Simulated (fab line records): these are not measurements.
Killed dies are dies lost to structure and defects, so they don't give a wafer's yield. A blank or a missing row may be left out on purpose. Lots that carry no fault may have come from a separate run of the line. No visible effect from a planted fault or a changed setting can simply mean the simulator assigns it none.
A lot that was struck, set against a sound lot :: flow sky130 :: 14 steps out of a route of 708
Sound: these wafers, L621.1, L621.2, L621.5. Wafers struck: L627.1, L627.2, L627.5. Last of all comes the cause.
Each step with rows lists, per side, the tool, then ch with its chambers, then its first start. Under that, the readings that differ: sound wafers :: struck wafers :: difference of the means :: sigmas: that difference in standard deviations of wafers without a fault.
alike: same words and numbers on both sides, and readings whose means sit less than 2 such deviations apart. not compared: any withheld reading, any reading some wafer has no value for, any bound like >300 that may hide the same value, and any number with overlapping values for which the record gives no deviation.
The two part at a step that has a row with sigmas, a row that says differs or no value, or rows on one side only. Numbers that have no deviation but don't overlap get no sigmas and don't part them. A reading that every wafer of one side lacks parts them only if that side has two wafers or more.

first, 6 steps without rows for these wafers: SKY_DNWELL_COAT_02 (resist thk 3000 nm); SKY_DNWELL_SOFTBAKE_03; SKY_DNWELL_EXPOSE_04 (exposes mask DNM, target cd 3000 nm); SKY_DNWELL_PEB_05; SKY_DNWELL_DEVELOP_06 (develop time 60 s); SKY_DNWELL_IMPLANT_07.
SKY_DNWELL_STRIP_08: strips in O2/N2.
  sound on plasma-asher-03 ch 0,1, day 5 10:12; struck on plasma-asher-04 ch 0,1, day 6 20:14
reading: drypump-motor-current-A (A)
sound: 6.2 6.2 6.2
struck: 4.9 5.6 4.9
difference: -1.1
sigmas: -2
  alike: n2-flow-sccm, oes-product-au, strip-time-to-endpoint-s
  not compared: rf-hours-counter-h
SKY_DNWELL_TW_MEAS_09:
  sound on film-metro-03 at day 5 10:18; struck on film-metro-04 at day 6 20:20
reading: DNWELL_TW
sound: 1090 1089 1095
struck: 1116 1120 1115
difference: +26
sigmas: +2
then, 4 steps without rows for these wafers: SKY_PWDE_DEHYDRATE_00 (time 60 s); SKY_PWDE_HMDS_01 (prime time 60 s); SKY_PWDE_COAT_02 (resist thk 3000 nm); SKY_PWDE_SOFTBAKE_03.
SKY_PWDE_EXPOSE_04: exposes mask PWDEM, target cd 840 nm.
  sound on iline-stepper-02 ch 0, day 5 19:35; struck on iline-stepper-01, day 7 05:49
  no value came back on the struck wafers for exposure-dose-mJ-cm2, focus-offset-nm (nm), reticle-temp-C (C); on the sound wafers exposure-dose-mJ-cm2 reads 213.93 213.95 214.09
  alike: mask
then, 1 step without rows for these wafers: SKY_PWDE_PEB_05.

== WHERE THEY PART ==
Last at SKY_PWDE_EXPOSE_04 as far as this record goes, first at SKY_DNWELL_STRIP_08.

WHY: what the simulator had put in
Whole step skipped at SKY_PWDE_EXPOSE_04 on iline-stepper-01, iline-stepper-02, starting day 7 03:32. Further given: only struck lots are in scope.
